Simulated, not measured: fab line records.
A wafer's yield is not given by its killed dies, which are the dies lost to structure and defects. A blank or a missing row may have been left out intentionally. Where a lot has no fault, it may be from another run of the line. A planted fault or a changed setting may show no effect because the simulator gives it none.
Problem report, 8D (eight disciplines) form, completed by code / flow sky130 / the parts of the form that need people (team, actions taken, sign-off) are left out

## 1. THE PROBLEM
METAL5_ALCU_RS at SKY_METAL5_RS_MEAS_05 reads a mean of 0.02250 ohm/sq on 1 wafer of 1 lot; wafers without a fault read 0.02724 ohm/sq with a standard deviation of 0.00026. That is -18 standard deviations from the usual mean.
The step: measures by four-point-probe.
The first sign was on wafer L483.2 at day 48 01:17, on film metro-03. The record holds 39 wafers of 13 lots with a number at this step. The rule behind "out" and "out of limits": a value lying over 4 standard deviations away from the usual mean. Any other wafer with a number is counted as sound.

## 2. WHAT IT IS, WHAT IT ISN'T
question=which readings at this step | is=METAL5_ALCU_RS | is not=-
question=which lots | is=L483 | is not=L464, L465, L466, L468, L469, L472, L473, L474, L475, L476, L478, L487
question=which wafers of those lots | is=L483.2 | is not=L483.5, L483.6
question=read on which gauges | is=film metro-03 | is not=film metro-01
question=when | is=from day 48 01:17 | is not=up to then (35 sound wafers); but 3 sound wafers of L487 came after

## 3. THE SUSPECTS, EACH WITH WHAT RULES IT OUT
Counting: any tool at a process step up to the reading remains a suspect provided it ran every lot that is out. Sound lots after the first of them don't rule it out here, since some wafers of a struck lot are sound.
- the gauge at SKY_METAL5_RS_MEAS_05 has been ruled out. All the wafers that are out were read on film metro-03, but those of them that SKY_METAL5_METAL_ETCH_15 has rows for are out there too, on other tools.
- plasma asher-02 at SKY_VIA3_STRIP_16 (strips in O2/N2): kept. It processed L483, the lot that is out, at day 45 07:04, and its most recent sound lot before then was L478 at day 43 20:25.
- pvd sputter-01 at SKY_METAL5_SPUTTER_02 (material AlCu, target thk 1150 nm, time 61.2 s): kept. It processed L483, the lot that is out, at day 48 01:09, and its most recent sound lot before then was L478 at day 46 17:27.
After counting, plasma asher-02 at SKY_VIA3_STRIP_16 and pvd sputter-01 at SKY_METAL5_SPUTTER_02 remain.

## 4. THE CAUSE (what the simulator had put in)
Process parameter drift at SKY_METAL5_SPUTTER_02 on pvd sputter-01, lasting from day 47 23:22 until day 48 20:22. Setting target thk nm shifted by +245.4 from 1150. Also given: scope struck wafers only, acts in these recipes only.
Counting leaves 2 suspects; this tool is one of them.

## 5. SEQUENCE OF EFFECTS, ordered by route
Each row: a reading whose mean over the struck wafers that have a number lies more than 3 standard deviations from the usual. Scope: only readings with a usual standard deviation given in the record; hours: median across lots of the time from each lot's start at the first step in this table that gives one to its start at this step; sigmas: change in usual standard deviations.
hours=0; step=SKY_METAL5_RS_MEAS_05; reading=METAL5_ALCU_RS; usual=0.02724 ohm/sq; on struck wafers=0.02250; change=-0.00474; sigmas=-18
hours=0; step=SKY_METAL5_THK_MEAS_06; reading=METAL5_ALCU_THK; usual=1143 nm; on struck wafers=1383; change=+240; sigmas=+20
hours=18; step=SKY_METAL5_METAL_ETCH_15; reading=oes product au; usual=0.894 a.u.; on struck wafers=0.977; change=+0.083; sigmas=+16
Here are the process steps it includes:
- SKY_METAL5_METAL_ETCH_15: etches the open film in Cl2/BCl3, stops on SiO2, target depth 1260 nm, time 252 s.

## 6. HOW IT WOULD HAVE BEEN CAUGHT EARLIER
Counted from the fault's start at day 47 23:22, it took 2 hours until the first out-of-limits reading at a measuring or inspecting step in this record, taken at day 48 01:17.
Of the tool readings at SKY_METAL5_SPUTTER_02 for which the record gives a usual standard deviation, none was out on any struck wafer, so an alarm limit of 4 standard deviations on them would not have fired.
Each of the lots that are out, 1 in all, had begun SKY_METAL5_SPUTTER_02 on pvd sputter-01 no later than day 48 01:17. A hold on the tool at that time would have spared none of them.
